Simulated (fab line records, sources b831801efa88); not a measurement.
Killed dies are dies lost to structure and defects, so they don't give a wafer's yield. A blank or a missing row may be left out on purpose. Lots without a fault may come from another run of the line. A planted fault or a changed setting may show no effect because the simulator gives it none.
Problem report in the 8D (eight disciplines) form, filled by code | flow gf180mcu | the parts of the form that need people (team, actions taken, sign-off) are left out

1. THE PROBLEM
MVPSD_RS at GF_VT_IMPLANT_RS_MEAS_49 reads a mean of 1142 ohm/sq on 6 wafers of 2 lots; wafers without a fault read 1168 ohm/sq with a standard deviation of 3.3. That is -7.9 standard deviations from the usual mean.
The step: measures by four-point-probe.
First seen on wafer L638.4, day 11 06:14, on film_metro-01. The record holds 39 wafers of 13 lots with a number at this step. Rule for "out", or "out of limits": more than 4 standard deviations from the usual mean. The other wafers with a number count as sound.

2. WHAT IT IS AND WHAT IT IS NOT
question                    | is                     | is not
which readings at this step | MVPSD_RS               | -
which lots                  | L638, L639             | L625, L627, L628, L630, L631, L632, L633, L634, L642, L647, L648
which wafers of those lots  | all that have a number | -
read on which gauges        | film_metro-01          | film_metro-03, film_metro-04
when                        | from day 11 06:14      | up to then (24 sound wafers); but 9 sound wafers of L642, L647, L648 came after

3. SUSPECTS, AND WHAT RULES EACH OUT
Counting: a tool at a process step up to the reading stays a suspect if it ran every lot that is out and no sound lot after the first of them.
- the gauge at GF_VT_IMPLANT_RS_MEAS_49: ruled out. All the wafers that are out were read on film_metro-01, but those of them that GF_MVPSD_IMPLANT_08 has rows for are out there too, on other tools.
- implanter-03 at GF_MVPSD_IMPLANT_08: kept. It ran every lot that is out, first L638 (day 8 07:58), and no sound lot after that; its last sound lot up to then is L634 (day 7 17:41). Its own readings are out on those wafers: beam_energy_keV.
Left after counting: implanter-03 at GF_MVPSD_IMPLANT_08.

4. THE CAUSE (what the simulator had put in)
Process parameter drift: implanter-03, from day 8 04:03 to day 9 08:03, at GF_MVPSD_IMPLANT_08. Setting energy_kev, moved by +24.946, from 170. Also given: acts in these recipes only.
Counting left only this tool.

5. THE CHAIN OF EFFECTS, in route order
Each row: a reading whose mean over the struck wafers that have a number lies more than 3 standard deviations from the usual. Only readings for which the record gives a usual standard deviation are gone through. hours: the time from each lot's start at the first step in this table that gives one to its start at this step, as a median over the lots. sigmas: the change in usual standard deviations.
hours | step                     | reading         | usual       | on struck wafers | change | sigmas
0     | GF_MVPSD_IMPLANT_08      | beam_energy_keV | 170.00      | 194.93           | +24.93 | +99 or more
71    | GF_VT_IMPLANT_RS_MEAS_49 | MVPSD_RS        | 1168 ohm/sq | 1142             | -26    | -7.9
The process steps in it:
- GF_MVPSD_IMPLANT_08

6. WHAT WOULD HAVE CAUGHT IT SOONER
In this record the first reading out of limits at a measuring or inspecting step was taken at day 11 06:14, 74 hours after the fault began at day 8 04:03.
The tool's own readings at GF_MVPSD_IMPLANT_08 were out on every struck wafer that the step has a row for (beam_energy_keV): an alarm limit on them would have fired on the first of those.
All the lots that are out (2) had begun GF_MVPSD_IMPLANT_08 on implanter-03 by day 11 06:14. A hold on the tool at that time would have spared none of them.
